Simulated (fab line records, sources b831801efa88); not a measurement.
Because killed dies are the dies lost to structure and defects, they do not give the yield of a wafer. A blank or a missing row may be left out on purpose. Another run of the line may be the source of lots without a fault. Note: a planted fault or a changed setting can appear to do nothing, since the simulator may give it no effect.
What tool caused it?    flow sky130    14 lots, 42 wafers sampled, at 3 steps of a route of 708

## WHAT EACH GAUGE READ, for each wafer
SKY_LDD_N_TW_MEAS_17.
lot   measured      on             LDD_N_TW
L115  day 17 19:26  film_metro-03  2632 2615 2616
L116  day 17 23:28  film_metro-04  2586 2593 2591
L117  day 18 08:41  film_metro-01  2633 2628 2632
L118  day 18 12:47  film_metro-04  2596 2603 2590
L119  day 19 06:29  film_metro-01  2598 2615 2607
L121  day 20 07:05  film_metro-04  2598 2594 2595
L122  day 20 13:09  film_metro-01  2623 2627 2618
L124  day 21 06:59  film_metro-04  2591 2588 2590
L125  day 21 19:03  film_metro-03  2612 2617 2602
L129  day 23 06:59  film_metro-01  2613 2621 2632
L130  day 23 14:14  film_metro-01  2968 2988 2980
L133  day 24 10:49  film_metro-04  2976 2957 2993
L136  day 25 01:41  film_metro-04  2608 2609 2612
L137  day 25 15:20  film_metro-03  2596 2588 2580

## WHAT TOOL EACH LOT RAN ON (gives the tool, then ch and the chambers of the sampled wafers, and finally the start)
lot   SKY_LDD_N_IMPLANT_08             SKY_LDD_N_STRIP_16
L115  implanter-02 ch 0, day 17 18:08  plasma_asher-03 ch 0,1, day 17 19:20
L116  implanter-01 ch 0, day 17 22:12  plasma_asher-03 ch 0,1, day 17 23:22
L117  implanter-02 ch 0, day 18 07:23  plasma_asher-03 ch 0, day 18 08:35
L118  implanter-02 ch 0, day 18 11:29  plasma_asher-04 ch 0,1, day 18 12:41
L119  implanter-04 ch 0, day 19 05:13  plasma_asher-03 ch 0,1, day 19 06:23
L121  implanter-02 ch 0, day 20 05:47  plasma_asher-03 ch 0,1, day 20 06:59
L122  implanter-02 ch 0, day 20 11:53  plasma_asher-01 ch 0,1, day 20 13:04
L124  implanter-02 ch 0, day 21 05:42  plasma_asher-04 ch 0, day 21 06:53
L125  implanter-04 ch 0, day 21 17:46  plasma_asher-01 ch 0,1, day 21 18:56
L129  implanter-01 ch 0, day 23 05:41  plasma_asher-01 ch 0,1, day 23 06:53
L130  implanter-04 ch 0, day 23 12:56  plasma_asher-04 ch 0,1, day 23 14:08
L133  implanter-04 ch 0, day 24 09:32  plasma_asher-01 ch 0,1, day 24 10:44
L136  implanter-01 ch 0, day 25 00:23  plasma_asher-01 ch 0,1, day 25 01:35
L137  implanter-01 ch 0, day 25 14:02  plasma_asher-01 ch 0,1, day 25 15:14
- SKY_LDD_N_IMPLANT_08
- SKY_LDD_N_STRIP_16: strips in O2/N2.

## AS READ BY THE TOOLS THEMSELVES (means over the sampled wafers that have a number; for cases with no such wafer, the mark the record gives instead)
SKY_LDD_N_IMPLANT_08.
lot   tool          beam_on_s (s)  dose_ions_cm2  faraday_current_uA
L115  implanter-02  9.99           7.498e+13      423
L116  implanter-01  9.77           7.499e+13      432
L117  implanter-02  10.11          7.494e+13      417
L118  implanter-02  10.02          7.500e+13      423
L119  implanter-04  9.86           7.495e+13      430
L121  implanter-02  9.90           7.507e+13      427
L122  implanter-02  9.91           7.503e+13      426
L124  implanter-02  10.13          7.506e+13      418
L125  implanter-04  9.94           7.503e+13      424
L129  implanter-01  10.06          7.504e+13      420
L130  implanter-04  54.95          5.155e+14      529
L133  implanter-04  55.73          5.155e+14      522
L136  implanter-01  9.90           7.495e+13      427
L137  implanter-01  9.88           7.510e+13      429

SKY_LDD_N_STRIP_16.
lot   tool             drypump_motor_current_A (A)  o2_flow_sccm (sccm)  oes_product_au (a.u.)  strip_time_to_endpoint_s (s)
L115  plasma_asher-03  6.09                         3001                 0.409                  4.304
L116  plasma_asher-03  6.01                         2999                 0.406                  4.324
L117  plasma_asher-03  5.95                         2995                 0.406                  4.326
L118  plasma_asher-04  6.29                         2998                 0.405                  4.296
L119  plasma_asher-03  6.11                         2993                 0.403                  4.300
L121  plasma_asher-03  6.08                         3005                 0.408                  4.311
L122  plasma_asher-01  6.17                         2994                 0.402                  4.320
L124  plasma_asher-04  6.33                         2997                 0.407                  4.309
L125  plasma_asher-01  6.01                         2998                 0.408                  4.309
L129  plasma_asher-01  6.01                         3002                 0.403                  4.312
L130  plasma_asher-04  6.29                         3005                 0.406                  5.337
L133  plasma_asher-01  6.01                         2998                 0.408                  5.358
L136  plasma_asher-01  6.00                         2994                 0.406                  4.323
L137  plasma_asher-01  6.01                         2998                 0.406                  4.316

## THE ANSWER, worked out from the rows above alone
Rule: what is usual is taken from the lots themselves. Put in order of their means at a reading, lots are off if they are a third of the lots or fewer, leave a main group of 4 or more, and stand apart from it by a gap of 3 or more times the standard deviation of the main group's means; of several such gaps the widest counts. The tables above print the reading to a certain number of digits; a main group whose means all agree to those digits is not used. Also off: a lot with no number at a reading for which 4 or more lots have one. Any other lot the step has rows for is counted as sound. First the gauges in route order, then the tools' own readings, where a lot's mean is used as printed above. The first step at which some lot is off is used, and at that step the reading that is off furthest; a lot without a number counts as furthest.
Off: at SKY_LDD_N_TW_MEAS_17 (LDD_N_TW), L130, L133. For the main group the mean is 2607 and the standard deviation 14.
A tool fits if, at a process step before that reading, it ran every lot that is off, and no sound lot after the first of them. Not tried: the gauges at SKY_LDD_N_TW_MEAS_17; whatever is off there is also off at SKY_LDD_N_IMPLANT_08, on other tools, and gauge error can't account for it. One fits: implanter-04 at SKY_LDD_N_IMPLANT_08. Its last sound lot is L125 (day 21 17:46), its first lot that is off L130 (day 23 12:56): a fault that began between those two fits.
The tool's own readings at SKY_LDD_N_IMPLANT_08 bear it out: on the lots that are off they differ by more than 5 times the standard deviation of the sound lots' means. beam_on_s reads 55.34 s there against 9.96 s on the sound lots; dose_ions_cm2 reads 5.155e+14 there against 7.501e+13 on the sound lots; faraday_current_uA reads 526 there against 425 on the sound lots.

## WHAT WAS PUT IN BY THE SIMULATOR
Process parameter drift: implanter-04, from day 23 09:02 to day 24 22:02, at SKY_LDD_N_IMPLANT_08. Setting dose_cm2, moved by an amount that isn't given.
Lots struck among those shown: L130, L133. This agrees with what the rule above found.
